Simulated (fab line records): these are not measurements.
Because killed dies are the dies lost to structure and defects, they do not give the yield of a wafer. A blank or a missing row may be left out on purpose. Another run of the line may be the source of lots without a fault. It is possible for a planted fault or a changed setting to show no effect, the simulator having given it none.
fab line records	flow gf180mcu
record: lots: 14	wafers: 42	last-day: 33
route steps=602 shown STI@4 HV_LDD@222 CONTACT@302 M1@329
lots that met no fault: taken from a fault-free run of the same line
start-h: the number of hours between the record's first day and the start of the first shown wafer of the lot	wait-h: time in hours since the lot's previous step	" as in the row above	L1.1+2: one row covering several wafers at once	- value missing, or start not given	* or withheld: withheld	< > ~ a bound
route shown NAME@n: names a module that has steps shown in the file, with the first one's number in the route	usual: the fault-free wafers' mean and standard deviation	same: alike in all rows	chamber/n: place in a boat	sites: the reading at each site	_std_site: how widely they spread, as a standard deviation	_edge_site: the outer-site mean with the inner-site mean subtracted	radius-mm: how far each site lies from the wafer's centre	mask NAME#n: copy n	behind: the tool/chamber that last shaped the wafer	hold: why the lot went on hold/how many hours it stayed there/how the hold came to an end	device: transistor that didn't switch, given as n, p or np	end of line: the route-end tests of the same wafers	step lacking rows: just its recipe	killed: dies that structure and defects cost at the first sort, which is not the same as the wafer's yield	map: shows each die of a wafer: x if killed, . if not, _ if none is there
set.NAME: the setting that was run; set.NAME@STEP: the one run at that earlier step	model.NAME: the simulator's own value behind a step, which no gauge read
steps of the route over a sample of lots; a table a step, a row a wafer
services: the hour from which a tool's chamber was out of use, counted from the record's first day as start-h (under 0 if before that day), plus the number of hours and why
== steps ==
step: GF_STI_CVD_03
recipe: material: Si3N4	precursor: DCS/NH3	target-thk-nm: 207.16	temp-c: 770	time-s: 3551	pressure-mtorr: 250
usual: spike-tc-bottom-C: 792.4/2	spike-tc-top-C: 784/3.6	spike-tc-upper-C: 770.6/1.5
lot.wafer	tool	chamber	start-h	wait-h	spike-tc-bottom-C	spike-tc-top-C	spike-tc-upper-C
L653.2	lpcvd-02	1	12.56	0.0	793.4	781	774.3
L653.4	"	1	"	"	794.6	782	770.5
L653.6	"	1	"	"	793.8	783	773.7
L654.3	lpcvd-02	1	16.76	0.0	793.3	781	769.9
L654.4	"	1	"	"	794.5	782	771.4
L654.5	"	1	"	"	793.9	783	771.6
L655.1	lpcvd-02	0	22.53	0.1	791.5	780	769.2
L655.2	"	0	"	"	790.8	781	768.2
L655.3	"	0	"	"	790.3	780	768.1
L656.1	lpcvd-01	1	27.69	0.1	794.6	790	768.7
L656.4	"	1	"	"	793.2	791	769.5
L656.6	"	1	"	"	793.9	788	769.0
L660.1	lpcvd-01	0	47.23	0.1	790.6	787	772.0
L660.3	"	0	"	"	789.8	787	771.2
L660.4	"	0	"	"	789.5	786	771.9
L661.2	lpcvd-02	1	51.57	0.0	794.7	784	773.0
L661.3	"	1	"	"	793.7	783	769.8
L661.5	"	1	"	"	793.0	783	771.2
L662.1	lpcvd-02	1	57.52	0.1	793.3	783	770.9
L662.3	"	1	"	"	793.5	782	772.2
L662.5	"	1	"	"	795.2	782	769.3
L663.1	lpcvd-02	1	61.57	0.1	790.3	782	772.1
L663.2	"	1	"	"	793.3	781	772.9
L663.3	"	1	"	"	794.4	783	770.9
L665.1	lpcvd-01	0	71.57	0.1	789.0	787	772.8
L665.4	"	0	"	"	788.5	786	772.1
L665.5	"	0	"	"	792.2	784	770.3
L666.2	lpcvd-02	0	77.29	0.0	793.0	780	769.5
L666.4	"	0	"	"	791.5	780	768.3
L666.6	"	0	"	"	789.4	780	769.3
L667.1	lpcvd-01	0	81.57	0.1	790.4	785	771.4
L667.4	"	0	"	"	790.2	787	771.3
L667.6	"	0	"	"	790.0	787	770.0
L669.2	lpcvd-02	0	92.11	0.5	792.5	779	769.8
L669.4	"	0	"	"	790.3	780	767.0
L669.6	"	0	"	"	790.1	781	769.7
L670.2	lpcvd-01	1	96.57	0.0	793.9	791	769.2
L670.4	"	1	"	"	793.7	789	769.5
L670.6	"	1	"	"	794.3	790	769.1
L673.1	lpcvd-02	1	111.57	0.1	794.6	783	771.7
L673.5	"	1	"	"	794.1	782	770.7
L673.6	"	1	"	"	793.3	783	771.4
step: GF_STI_THK_MEAS_04
recipe: reads: Si3N4_of_STI_CVD_03
usual: STI_CVD_03_THK: 208.0/2
lot.wafer	tool	chamber	start-h	wait-h	hold	STI_CVD_03_THK[nm]
L653.2	film-metro-02	-	14.56	0.0	-	207.4
L653.4	"	-	"	"	-	207.9
L653.6	"	-	"	"	-	209.4
L654.3	film-metro-01	-	18.77	0.0	-	209.8
L654.4	"	-	"	"	-	208.5
L654.5	"	-	"	"	-	208.6
L655.1	film-metro-01	-	24.52	0.0	-	209.7
L655.2	"	-	"	"	-	209.8
L655.3	"	-	"	"	-	211.4
L656.1	film-metro-01	-	29.68	0.0	-	206.3
L656.4	"	-	"	"	-	207.5
L656.6	"	-	"	"	-	206.2
L660.1	film-metro-03	-	49.21	0.0	-	209.1
L660.3	"	-	"	"	-	210.1
L660.4	"	-	"	"	-	209.2
L661.2	film-metro-02	-	53.57	0.0	-	208.1
L661.3	"	-	"	"	-	208.1
L661.5	"	-	"	"	-	208.6
L662.1	film-metro-01	-	59.50	0.0	-	206.6
L662.3	"	-	"	"	-	204.8
L662.5	"	-	"	"	-	206.1
L663.1	film-metro-03	-	63.56	0.0	-	206.3
L663.2	"	-	"	"	-	205.2
L663.3	"	-	"	"	-	204.1
L665.1	film-metro-01	-	73.56	0.0	-	212.1
L665.4	"	-	"	"	-	209.5
L665.5	"	-	"	"	-	209.8
L666.2	film-metro-01	-	79.31	0.0	-	208.4
L666.4	"	-	"	"	-	207.9
L666.6	"	-	"	"	-	206.9
L667.1	film-metro-03	-	83.56	0.0	await-dispo/0.2h/release	308.5
L667.4	"	-	"	"	await-dispo/0.2h/release	308.4
L667.6	"	-	"	"	await-dispo/0.2h/release	309.3
L667.1	film-metro-03	-	83.79	0.2	-	308.4
L667.4	"	-	"	"	-	308.8
L667.6	"	-	"	"	-	309.4
L669.2	film-metro-02	-	94.11	0.0	-	205.2
L669.4	"	-	"	"	-	206.6
L669.6	"	-	"	"	-	208.5
L670.2	film-metro-01	-	98.57	0.0	await-dispo/0.2h/release	306.8
L670.4	"	-	"	"	await-dispo/0.2h/release	308.6
L670.6	"	-	"	"	await-dispo/0.2h/release	306.3
L670.2	film-metro-01	-	98.80	0.2	-	306.9
L670.4	"	-	"	"	-	308.3
L670.6	"	-	"	"	-	306.1
L673.1	film-metro-03	-	114.55	0.0	-	204.0
L673.5	"	-	"	"	-	205.4
L673.6	"	-	"	"	-	204.8
step: GF_HV_LDD_CD_MEAS_46
recipe: target-cd-nm: 400
usual: cd-nm: 399.8/2.2
lot.wafer	tool	chamber	start-h	wait-h	cd-nm
L653.2	cd-sem-01	-	279.29	0.1	397.9
L653.4	"	-	"	"	397.5
L653.6	"	-	"	"	398.1
L654.3	cd-sem-01	-	280.61	0.1	400.1
L654.4	"	-	"	"	399.4
L654.5	"	-	"	"	398.2
L655.1	cd-sem-01	-	288.82	0.1	396.1
L655.2	"	-	"	"	396.6
L655.3	"	-	"	"	396.3
L656.1	cd-sem-01	-	299.44	0.1	399.8
L656.4	"	-	"	"	400.7
L656.6	"	-	"	"	399.1
L660.1	cd-sem-02	-	328.25	0.1	399.8
L660.3	"	-	"	"	396.0
L660.4	"	-	"	"	399.5
L661.2	cd-sem-02	-	332.97	0.1	401.9
L661.3	"	-	"	"	404.7
L661.5	"	-	"	"	403.8
L662.1	cd-sem-02	-	345.60	0.1	397.0
L662.3	"	-	"	"	400.5
L662.5	"	-	"	"	397.8
L663.1	cd-sem-02	-	351.87	0.1	399.9
L663.2	"	-	"	"	399.4
L663.3	"	-	"	"	402.3
L665.1	cd-sem-01	-	370.14	0.1	400.6
L665.4	"	-	"	"	400.0
L665.5	"	-	"	"	398.2
L666.2	cd-sem-01	-	375.09	0.1	399.4
L666.4	"	-	"	"	402.5
L666.6	"	-	"	"	400.4
L669.2	cd-sem-02	-	395.72	0.1	400.9
L669.4	"	-	"	"	402.0
L669.6	"	-	"	"	400.2
L673.1	cd-sem-01	-	430.48	0.1	400.6
L673.5	"	-	"	"	399.0
L673.6	"	-	"	"	398.5
step: GF_CONTACT_OVL_MEAS_15
usual: CONTACT_OVL: 2/5.6
lot.wafer	tool	chamber	start-h	wait-h	CONTACT_OVL[nm]
L653.2	overlay-01	-	369.06	0.1	0
L653.4	"	-	"	"	-6
L653.6	"	-	"	"	-4
L654.3	overlay-01	-	371.27	0.1	-1
L654.4	"	-	"	"	-3
L654.5	"	-	"	"	2
L655.1	overlay-02	-	379.16	0.1	-8
L655.2	"	-	"	"	-1
L655.3	"	-	"	"	-3
L656.1	overlay-01	-	389.86	0.1	0
L656.4	"	-	"	"	2
L656.6	"	-	"	"	0
L660.1	overlay-01	-	421.42	0.1	12
L660.3	"	-	"	"	8
L660.4	"	-	"	"	10
L661.2	overlay-01	-	427.16	0.1	9
L661.3	"	-	"	"	3
L661.5	"	-	"	"	-4
L662.1	overlay-01	-	441.27	0.1	-7
L662.3	"	-	"	"	-10
L662.5	"	-	"	"	-1
L663.1	overlay-01	-	448.45	0.1	0
L663.2	"	-	"	"	-3
L663.3	"	-	"	"	-3
L665.1	overlay-01	-	468.41	0.1	-7
L665.4	"	-	"	"	0
L665.5	"	-	"	"	1
L666.2	overlay-02	-	474.30	0.1	-3
L666.4	"	-	"	"	1
L666.6	"	-	"	"	-6
L669.2	overlay-01	-	497.12	0.1	-10
L669.4	"	-	"	"	-4
L669.6	"	-	"	"	-5
L673.1	overlay-01	-	530.80	0.1	6
L673.5	"	-	"	"	0
L673.6	"	-	"	"	5
step: GF_M1_CD_MEAS_14
recipe: target-cd-nm: 230
usual: cd-nm: 229.9/1.5
lot.wafer	tool	chamber	start-h	wait-h	cd-nm
L653.2	cd-sem-01	-	391.45	0.1	229.6
L653.4	"	-	"	"	228.5
L653.6	"	-	"	"	229.5
L654.3	cd-sem-02	-	393.16	0.1	229.4
L654.4	"	-	"	"	230.5
L654.5	"	-	"	"	229.7
L655.1	cd-sem-02	-	402.08	0.1	229.4
L655.2	"	-	"	"	229.4
L655.3	"	-	"	"	229.1
L656.1	cd-sem-02	-	414.03	0.1	228.2
L656.4	"	-	"	"	228.1
L656.6	"	-	"	"	228.3
L660.1	cd-sem-02	-	446.83	0.1	232.4
L660.3	"	-	"	"	232.9
L660.4	"	-	"	"	232.9
L661.2	cd-sem-02	-	452.34	0.1	230.3
L661.3	"	-	"	"	230.4
L661.5	"	-	"	"	231.0
L662.1	cd-sem-01	-	466.82	0.1	228.9
L662.3	"	-	"	"	229.6
L662.5	"	-	"	"	229.3
L663.1	cd-sem-01	-	474.43	0.1	230.5
L663.2	"	-	"	"	229.8
L663.3	"	-	"	"	229.9
L665.1	cd-sem-01	-	494.04	0.1	232.4
L665.4	"	-	"	"	232.5
L665.5	"	-	"	"	231.7
L666.2	cd-sem-02	-	499.26	0.1	230.9
L666.4	"	-	"	"	231.1
L666.6	"	-	"	"	230.8
L669.2	cd-sem-01	-	521.34	0.1	230.3
L669.4	"	-	"	"	230.6
L669.6	"	-	"	"	229.0
L673.1	cd-sem-02	-	554.72	0.1	226.3
L673.5	"	-	"	"	227.5
L673.6	"	-	"	"	226.4
== services ==
tool	chamber	start-h	hours	kind
lpcvd-01	-	3.98	0.7	repair
== key ==
first-sign: step: GF_STI_THK_MEAS_04	reading: visit	direction: added
effect: step: GF_STI_THK_MEAS_04	reading: STI_CVD_03_THK	direction: up	sigmas: 50	usual: 208.0	struck: 308.0
met-at GF_STI_CVD_03
struck-lots L667,L670
scrapped-behind GF_STI_THK_MEAS_04 L667.1,L667.4,L667.6,L670.2,L670.4,L670.6
not-acting-at GF_HV_LDD_CD_MEAS_46,GF_CONTACT_OVL_MEAS_15,GF_M1_CD_MEAS_14
onset-between 71.57 81.57
fault: kind: process-parameter-drift	tool: lpcvd-01	chamber: -	onset-h: 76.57	steps: GF_STI_CVD_03	channel: target-thk-nm	offset: 99.6	shape: step	end-h: 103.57	acts-in: these-recipes-only	stated: 207.16
